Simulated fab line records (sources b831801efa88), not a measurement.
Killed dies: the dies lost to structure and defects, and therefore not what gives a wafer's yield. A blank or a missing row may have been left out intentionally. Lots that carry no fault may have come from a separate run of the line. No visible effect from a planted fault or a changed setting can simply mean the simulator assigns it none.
Problem report, 8D (eight disciplines) form, completed by code    flow sky130    the parts of the form that need people (team, actions taken, sign-off) are left out

== 1. PROBLEM STATEMENT ==
Wafers free of any fault read 0.427 ohm/sq (standard deviation 0.006) for VIA1_W_RS at SKY_VIA1_RS_MEAS_22, against a mean of 0.347 ohm/sq on 5 wafers of 2 lots. That puts it -13 standard deviations away from the usual mean.
The step: measures by four-point-probe.
First observed at day 39 17:07: wafer L881.2, on film metro-02. Wafers with a number at this step in the record: 32, from 11 lots. Rule for "out", or "out of limits": more than 4 standard deviations from the usual mean. The rest of the wafers with a number are treated as sound.

== 2. WHAT IT IS, WHAT IT ISN'T ==
question                     is                            is not
which readings at this step  VIA1_W_RS                     -
which lots                   L881, L884                    L864, L865, L866, L869, L871, L875, L877, L886, L887
which wafers of those lots   all that have a number        -
read on which gauges         film metro-02, film metro-03  film metro-04
when                         from day 39 17:07             up to then (21 sound wafers); but 6 sound wafers of L886, L887 came after

== 3. WHAT RULES OUT EACH SUSPECT ==
Counting: a tool stays on the suspect list if, at a process step up to the reading, it processed all lots that are out and no sound lot following the first of them.
- the gauge at SKY_VIA1_RS_MEAS_22: ruled out. 2 gauges (film metro-02, film metro-03) read the wafers that are out.
- cvd w-01 at SKY_VIA1_CVD_21 (deposits W, target thk 270 nm, time 80.902 s): kept. Every lot that is out went through it, starting with L881 (day 39 16:59), and after that it ran no sound lot; the last sound lot it ran before then is L877 (day 38 11:29). Out on those wafers are its own readings of chamber pressure Torr.
The count leaves cvd w-01 at SKY_VIA1_CVD_21.

== 4. THE CAUSE (what the simulator had put in) ==
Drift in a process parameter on cvd w-01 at SKY_VIA1_CVD_21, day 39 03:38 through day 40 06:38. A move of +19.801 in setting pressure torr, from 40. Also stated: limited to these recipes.
After counting, this tool was the only one left.

== 5. THE CHAIN OF EFFECTS, in route order ==
Rows list readings where the struck wafers' mean (over those with a number) sits beyond 3 standard deviations from the usual. Readings are gone through only where the record gives a usual standard deviation; hours: the median, over the lots, of the time from a lot's start at the first step in this table giving one to that lot's start at this step; sigmas: the change measured in usual standard deviations.
hours  step                  reading                usual         on struck wafers  change  sigmas
0      SKY_VIA1_CVD_21       chamber pressure Torr  40.01 Torr    59.79             +19.78  +99 or more
0      SKY_VIA1_RS_MEAS_22   VIA1_W_RS              0.427 ohm/sq  0.347             -0.080  -13
0      SKY_VIA1_THK_MEAS_23  VIA1_W_THK             262 nm        320               +58     +15
0      SKY_VIA1_CMP_24       time to endpoint s     64 s          84                +20     +4.4
Its process steps:
- SKY_VIA1_CVD_21: deposits W, target thk 270 nm, time 80.902 s.
- SKY_VIA1_CMP_24: polishes, stops on SiO2, t overpolish 15 s, target thk 0 nm.
Later measuring or inspecting steps at which every struck wafer that the step has a row for has a number for every such reading, and none has moved that far: SKY_METAL2_THK_MEAS_06.

== 6. HOW IT WOULD HAVE BEEN CAUGHT EARLIER ==
In this record the first reading out of limits at a measuring or inspecting step was taken at day 39 17:07, 13 hours after the fault began at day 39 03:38.
The tool's own readings at SKY_VIA1_CVD_21 were out on every struck wafer that the step has a row for (chamber pressure Torr): an alarm limit on them would have fired on the first of those.
Of the lots that are out (2), L884 began SKY_VIA1_CVD_21 on cvd w-01 after day 39 17:07. It would have been spared by a hold on the tool at that moment.
